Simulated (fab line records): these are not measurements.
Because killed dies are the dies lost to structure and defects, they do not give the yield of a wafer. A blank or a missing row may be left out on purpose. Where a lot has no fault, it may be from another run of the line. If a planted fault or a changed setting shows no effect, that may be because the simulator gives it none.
Which tool was responsible? ; flow sky130 ; 12 lots, 36 wafers sampled, at 5 steps of a route of 708

WHAT THE GAUGES READ, wafer by wafer
SKY_VT_ADJUST_HVTR_CD_MEAS_07: target cd 380 nm.
lot;measured;on;cd-nm (nm)
L958;day 9 15:47;cd-sem-01;380.5 378.8 381.7
L959;day 10 02:35;cd-sem-02;381.4 378.1 375.2
L962;day 11 00:55;cd-sem-01;379.1 380.3 380.4
L963;day 11 03:22;cd-sem-01;378.6 380.5 380.0
L964;day 11 09:49;cd-sem-01;376.8 378.6 377.9
L965;day 11 19:59;cd-sem-02;381.2 382.3 383.3
L966;day 12 09:30;cd-sem-02;381.7 382.4 382.9
L968;day 13 01:13;cd-sem-01;382.3 382.0 381.6
L973;day 14 05:03;cd-sem-01;379.8 378.4 379.9
L976;day 15 02:59;cd-sem-01;377.8 378.3 379.0
L979;day 16 08:30;cd-sem-01;380.3 380.4 379.2
L980;day 16 13:56;cd-sem-01;373.8 374.1 375.7

SKY_VIA1_THK_MEAS_01.
lot;measured;on;VIA1_HDPCVD_THK (nm)
L958;day 33 03:41;film-metro-02;1037 1034 1040
L959;day 33 14:46;film-metro-03;1018 1019 1019
L962;day 34 17:50;film-metro-03;1035 1013 1033
L963;day 34 14:41;film-metro-04;1020 1034 1027
L964;day 35 02:50;film-metro-02;1051 1043 1049
L965;day 35 15:47;film-metro-04;1029 1022 1028
L966;day 36 00:02;film-metro-02;1036 1031 1038
L968;day 36 16:54;film-metro-04;1037 1045 1036
L973;day 37 19:37;film-metro-04;1028 1025 1021
L976;day 38 18:04;film-metro-03;1028 1026 1019
L979;day 39 14:37;film-metro-04;1038 1040 1048
L980;day 39 19:30;film-metro-04;1030 1033 1020

TOOL THAT RAN EACH LOT (tool first, then ch and the chambers of the sampled wafers, then the start)
lot;SKY_LDD_N_IMPLANT_09;SKY_LDD_N_STRIP_16;SKY_LOCAL_INTERCONNECT_SPUTTER_00
L958;implanter-01 ch 0, day 18 01:14;plasma-asher-03 ch 1, day 18 02:16;pvd-sputter-03, day 29 12:29
L959;implanter-02 ch 0, day 18 14:58;plasma-asher-03 ch 0,1, day 18 16:01;pvd-sputter-03, day 30 00:02
L962;implanter-04 ch 0, day 19 20:25;plasma-asher-04 ch 0,1, day 19 21:27;pvd-sputter-02, day 31 02:46
L963;implanter-04 ch 0, day 19 17:13;plasma-asher-02 ch 0,1, day 19 18:14;pvd-sputter-03, day 31 00:21
L964;implanter-04 ch 0, day 20 06:04;plasma-asher-04 ch 0,1, day 20 07:06;pvd-sputter-02, day 31 12:43
L965;implanter-01 ch 0, day 20 21:49;plasma-asher-04 ch 0,1, day 20 22:52;pvd-sputter-03, day 32 02:37
L966;implanter-02 ch 0, day 21 10:56;plasma-asher-04 ch 0, day 21 11:58;pvd-sputter-03, day 32 12:43
L968;implanter-01 ch 0, day 22 02:37;plasma-asher-02 ch 0,1, day 22 03:40;pvd-sputter-01, day 33 04:50
L973;implanter-02 ch 0, day 23 11:05;plasma-asher-02 ch 0,1, day 23 12:07;pvd-sputter-02, day 34 08:55
L976;implanter-04 ch 0, day 24 13:40;plasma-asher-03 ch 0,1, day 24 14:43;pvd-sputter-02, day 35 09:14
L979;implanter-04 ch 0, day 25 15:35;plasma-asher-02 ch 0,1, day 25 16:37;pvd-sputter-02, day 36 06:22
L980;implanter-02 ch 0, day 25 22:05;plasma-asher-03 ch 0,1, day 25 23:07;pvd-sputter-02, day 36 12:05
- SKY_LDD_N_IMPLANT_09
- SKY_LDD_N_STRIP_16: strips in O2/N2.
- SKY_LOCAL_INTERCONNECT_SPUTTER_00: material TiN, target thk 100 nm, time 83.3 s.

AS READ BY THE TOOLS THEMSELVES (means over the sampled wafers that have a number; for cases with no such wafer, the mark the record gives instead)
SKY_LDD_N_IMPLANT_09.
lot;tool;beam-on-s (s);dose-ions-cm2;faraday-current-uA
L958;implanter-01;10.17;7.508e+13;417
L959;implanter-02;9.92;7.498e+13;427
L962;implanter-04;10.09;7.497e+13;420
L963;implanter-04;9.96;7.501e+13;425
L964;implanter-04;10.01;7.489e+13;422
L965;implanter-01;10.04;7.498e+13;421
L966;implanter-02;9.96;7.500e+13;424
L968;implanter-01;9.90;7.498e+13;428
L973;implanter-02;9.95;7.496e+13;424
L976;implanter-04;12.52;1.150e+14;518
L979;implanter-04;12.12;1.151e+14;534
L980;implanter-02;10.13;7.502e+13;418

SKY_LDD_N_STRIP_16.
lot;tool;drypump-motor-current-A (A);oes-product-au (a.u.);strip-time-to-endpoint-s (s)
L958;plasma-asher-03;5.8;0.402;4.309
L959;plasma-asher-03;5.5;0.408;4.328
L962;plasma-asher-04;5.9;0.410;4.328
L963;plasma-asher-02;5.7;0.406;4.340
L964;plasma-asher-04;5.9;0.404;4.311
L965;plasma-asher-04;5.9;0.407;4.324
L966;plasma-asher-04;5.8;0.409;4.324
L968;plasma-asher-02;5.8;0.407;4.302
L973;plasma-asher-02;5.8;0.404;4.327
L976;plasma-asher-03;5.2;0.406;4.444
L979;plasma-asher-02;5.7;0.412;4.431
L980;plasma-asher-03;5.5;0.409;4.322

SKY_LOCAL_INTERCONNECT_SPUTTER_00.
lot;tool;throttle-valve-pct (%)
L958;pvd-sputter-03;29.5
L959;pvd-sputter-03;29.7
L962;pvd-sputter-02;30.7
L963;pvd-sputter-03;29.7
L964;pvd-sputter-02;30.1
L965;pvd-sputter-03;29.6
L966;pvd-sputter-03;29.5
L968;pvd-sputter-01;30.3
L973;pvd-sputter-02;30.7
L976;pvd-sputter-02;30.2
L979;pvd-sputter-02;30.5
L980;pvd-sputter-02;29.0

THE ANSWER, worked out from the rows above alone
Rule: usual is defined by the lots themselves. The widest of any qualifying gaps counts: lots, ordered by their means at a reading, are off when they make up no more than a third of the lots, leave a main group of 4 or more, and stand apart from it by 3 or more times the standard deviation of that group's means. A main group whose means are all the same, to the digits that the tables above print for the reading, isn't used. A lot without any number at a reading at which 4 lots or more have one is off too. The other lots that the step has rows for count as sound. First the gauges in route order, then the tools' own readings, where a lot's mean is used as printed above. The first step at which some lot is off is used, and at that step the reading that is off furthest; a lot without a number counts as furthest.
Off, at SKY_LDD_N_IMPLANT_09 on dose-ions-cm2: L976, L979. Main group: mean 7.499e+13, sd 4.6e+10.
A tool fits if, at that step or a process step before it, it ran every lot that is off, and no sound lot after the first of them. One candidate fits, namely implanter-04 at SKY_LDD_N_IMPLANT_09. A fault onset in the window from L964 (day 20 06:04, its last sound lot) to L976 (day 24 13:40, its first lot off) fits.
The tool's own readings at SKY_LDD_N_IMPLANT_09 bear it out: on the lots that are off they differ by more than 5 times the standard deviation of the sound lots' means. beam-on-s reads 12.32 s there against 10.01 s on the sound lots; dose-ions-cm2 reads 1.150e+14 there against 7.499e+13 on the sound lots; faraday-current-uA reads 526 there against 423 on the sound lots.

WHAT THE SIMULATOR HAD INSERTED
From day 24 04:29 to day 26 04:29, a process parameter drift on implanter-04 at SKY_LDD_N_IMPLANT_09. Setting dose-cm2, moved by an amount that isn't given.
Shown lots that were struck: L976, L979. The rule above found the same.
